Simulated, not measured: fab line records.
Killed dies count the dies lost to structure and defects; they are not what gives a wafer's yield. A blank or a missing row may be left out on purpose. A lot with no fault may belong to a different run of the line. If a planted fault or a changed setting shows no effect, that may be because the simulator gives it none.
A struck lot beside a sound one || flow sky130 || 26 out of 708 route steps
Sound: wafers L435.1, L435.2, L435.3. Wafers struck: L443.2, L443.3, L443.5. Last of all comes the cause.
For every step that has rows: the tool of each side, followed by ch and its chambers, followed by its first start. Under that, the readings that differ: sound wafers || struck wafers || difference of the means || sigmas: that difference in standard deviations of wafers without a fault.
alike: readings whose means differ by less than 2 such deviations, and words and numbers that are the same on both sides. not compared: withheld readings, readings that some wafer has no value for, bounds like >300 that may hide the same value, and numbers for which the record gives no deviation and whose values overlap.
A row with sigmas, a row that says differs or no value, or rows on one side alone: a step with any of these is where the two part. Numbers that have no deviation but don't overlap get no sigmas and don't part them. A reading that every wafer of one side lacks parts them only if that side has two wafers or more.

SKY_PWDE_TW_MEAS_10:
  struck on filmMetro-02, day 6 00:08; sound on filmMetro-04, day 4 07:02
  alike: PWDE_TW
then, 7 steps without rows for these wafers: SKY_NWELL_DEHYDRATE_03 (time 60 s); SKY_NWELL_HMDS_04 (prime time 60 s); SKY_NWELL_COAT_05 (resist thk 3000 nm); SKY_NWELL_SOFTBAKE_06; SKY_NWELL_EXPOSE_07 (exposes mask NWM, target cd 840 nm); SKY_NWELL_PEB_08; SKY_NWELL_DEVELOP_09 (develop time 60 s).
SKY_NWELL_OVL_MEAS_10:
  struck on overlay-02, day 6 18:50; sound on overlay-02, day 4 23:56
  alike: NWELL_00_OVL
then, 3 steps without rows for these wafers: SKY_NWELL_IMPLANT_11; SKY_NWELL_IMPLANT_12; SKY_NWELL_IMPLANT_13.
SKY_NWELL_STRIP_14: strips in O2/N2.
  sound on plasmaAsher-02 ch 0,1, day 5 00:25; struck on plasmaAsher-03 ch 0,1, day 6 19:19
{"reading": "oesProductAu (a.u.)", "sound": "0.722 0.731 0.717", "struck": "0.907 0.893 0.885", "difference": "+0.172", "sigmas": "+36"}
{"reading": "stripTimeToEndpointS (s)", "sound": "37.10 37.14 36.99", "struck": "- - -", "difference": "no value on the struck wafers", "sigmas": ""}
{"reading": "model.coat_of_NWELL_COAT_05.thkNm (nm)", "sound": "0 0 0", "struck": "2396 2390 2394", "difference": "+2393", "sigmas": ""}
  alike: chamberPressureMTorr, drypumpMotorCurrentA
  not compared: rfHoursCounterH
SKY_NWELL_TW_MEAS_15:
  struck on filmMetro-02, day 6 19:26; sound on filmMetro-01, day 5 00:31
  alike: NWELL_TW
then, 7 steps without rows for these wafers: SKY_NWELL_DEHYDRATE_16 (time 60 s); SKY_NWELL_HMDS_17 (prime time 60 s); SKY_NWELL_COAT_18 (resist thk 3000 nm); SKY_NWELL_SOFTBAKE_19; SKY_NWELL_EXPOSE_20 (exposes mask NWM COMPLEMENT, target cd 840 nm); SKY_NWELL_PEB_21; SKY_NWELL_DEVELOP_22 (develop time 60 s).
SKY_NWELL_OVL_MEAS_23:
  struck on overlay-02, day 7 14:04; sound on overlay-02, day 5 18:40
  alike: NWELL_01_OVL
then, 1 step without rows for these wafers: SKY_NWELL_IMPLANT_24.
SKY_NWELL_STRIP_25: strips in O2/N2.
  sound on plasmaAsher-02 ch 0,1, day 5 18:50; struck on plasmaAsher-02 ch 0,1, day 7 14:14
{"reading": "stripTimeToEndpointS (s)", "sound": "36.92 37.06 36.97", "struck": "72.24 72.24 72.26", "difference": "+35.26", "sigmas": "+99 or more"}
  alike: chamberPressureMTorr, drypumpMotorCurrentA, oesProductAu
  not compared: rfHoursCounterH
SKY_NWELL_TW_MEAS_26:
  struck on filmMetro-02, day 7 14:21; sound on filmMetro-02, day 5 18:56
{"reading": "NWELL_2_TW", "sound": "503.4 501.0 500.8", "struck": "30.5 30.3 30.6", "difference": -471.3, "sigmas": "-99 or more"}
then, 1 step without rows for these wafers: SKY_NWELL_CLEAN_27 (cleans in SC1/SC2, time 150 s).

## WHERE THEY PART
First at SKY_NWELL_STRIP_14; last, within this record, at SKY_NWELL_TW_MEAS_26.

WHY: the cause the simulator had injected
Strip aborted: plasmaAsher-03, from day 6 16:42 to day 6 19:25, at SKY_NWELL_STRIP_14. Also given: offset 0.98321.
